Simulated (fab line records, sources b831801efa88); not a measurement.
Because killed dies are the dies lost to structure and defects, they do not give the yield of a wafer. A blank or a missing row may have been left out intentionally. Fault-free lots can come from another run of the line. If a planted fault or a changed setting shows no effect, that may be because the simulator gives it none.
What tool caused it? | flow sky130 | 6 lots with 18 wafers sampled at 5 steps, on a route of 708 steps

WHAT THE GAUGES READ, wafer by wafer
SKY_LDD_HVN_TW_MEAS_10.
lot  | measured     | on            | LDD_HVN_TW
L243 | day 21 01:59 | film-metro-01 | 1433 1438 1445
L245 | day 22 11:33 | film-metro-04 | 1437 1432 1437
L249 | day 23 19:41 | film-metro-04 | 1444 1452 1453
L251 | day 24 12:38 | film-metro-01 | 1450 1447 1444
L253 | day 25 11:29 | film-metro-01 | 1444 1440 1440
L258 | day 27 06:47 | film-metro-04 | 767 765 761

WHAT TOOL EACH LOT RAN ON (gives the tool, then ch and the chambers of the sampled wafers, and finally the start)
lot  | SKY_POLY_GATE_ETCH_15              | SKY_LDD_N_STRIP_16                   | SKY_LDD_P_STRIP_10                   | SKY_LDD_HVN_STRIP_09
L243 | rie-diel-03 ch 0,2,3, day 16 21:27 | plasma-asher-04 ch 0,1, day 18 08:05 | plasma-asher-04 ch 0,1, day 19 17:00 | plasma-asher-02 ch 0,1, day 21 01:53
L245 | rie-diel-01 ch 1,2,3, day 18 06:42 | plasma-asher-02 ch 0,1, day 19 19:31 | plasma-asher-04 ch 0,1, day 21 03:44 | plasma-asher-02 ch 0,1, day 22 11:28
L249 | rie-diel-03 ch 0,2,3, day 19 15:12 | plasma-asher-04 ch 0,1, day 21 02:38 | plasma-asher-01 ch 0,1, day 22 11:06 | plasma-asher-02 ch 0,1, day 23 19:35
L251 | rie-diel-02 ch 1,2, day 20 08:30   | plasma-asher-02 ch 0,1, day 21 19:56 | plasma-asher-03 ch 0,1, day 23 04:00 | plasma-asher-02 ch 0,1, day 24 12:32
L253 | rie-diel-01 ch 0,1,3, day 21 05:55 | plasma-asher-04 ch 0,1, day 22 17:29 | plasma-asher-03 ch 0,1, day 24 02:33 | plasma-asher-02 ch 0,1, day 25 11:23
L258 | rie-diel-03 ch 0,1, day 23 05:15   | plasma-asher-02 ch 0,1, day 24 16:53 | plasma-asher-04 ch 0,1, day 26 01:15 | plasma-asher-01 ch 0,1, day 27 06:41
- SKY_POLY_GATE_ETCH_15: etches BARC in N2/H2, stops on SiO2, time 118.5 s, target depth 110 nm.
- SKY_LDD_N_STRIP_16: strips in O2/N2.
- SKY_LDD_P_STRIP_10: strips in O2/N2.
- SKY_LDD_HVN_STRIP_09: strips in O2/N2.

THE ANSWER, worked out from the rows above alone
Rule: the usual values come from the lots themselves. Put in order of their means at a reading, lots are off if they are a third of the lots or fewer, leave a main group of 4 or more, and stand apart from it by a gap of 3 or more times the standard deviation of the main group's means; of several such gaps the widest counts. Not used: any main group whose means are identical at the precision the tables above print for the reading. Also off: a lot with no number at a reading for which 4 or more lots have one. All remaining lots with rows at the step are treated as sound.
Off: L258, seen at SKY_LDD_HVN_TW_MEAS_10 (LDD_HVN_TW). Main group: mean 1442, sd 5.3.
If a tool, at a process step before that reading, ran all the lots that are off and no sound lot after the first of them, it fits. Gauges at SKY_LDD_HVN_TW_MEAS_10: tried the same way as those tools. Can't be told from this: 5 tools fit, rie-diel-03 at SKY_POLY_GATE_ETCH_15, plasma-asher-02 at SKY_LDD_N_STRIP_16, plasma-asher-04 at SKY_LDD_P_STRIP_10, plasma-asher-01 at SKY_LDD_HVN_STRIP_09, film-metro-04 at SKY_LDD_HVN_TW_MEAS_10.

WHAT WAS PUT IN BY THE SIMULATOR
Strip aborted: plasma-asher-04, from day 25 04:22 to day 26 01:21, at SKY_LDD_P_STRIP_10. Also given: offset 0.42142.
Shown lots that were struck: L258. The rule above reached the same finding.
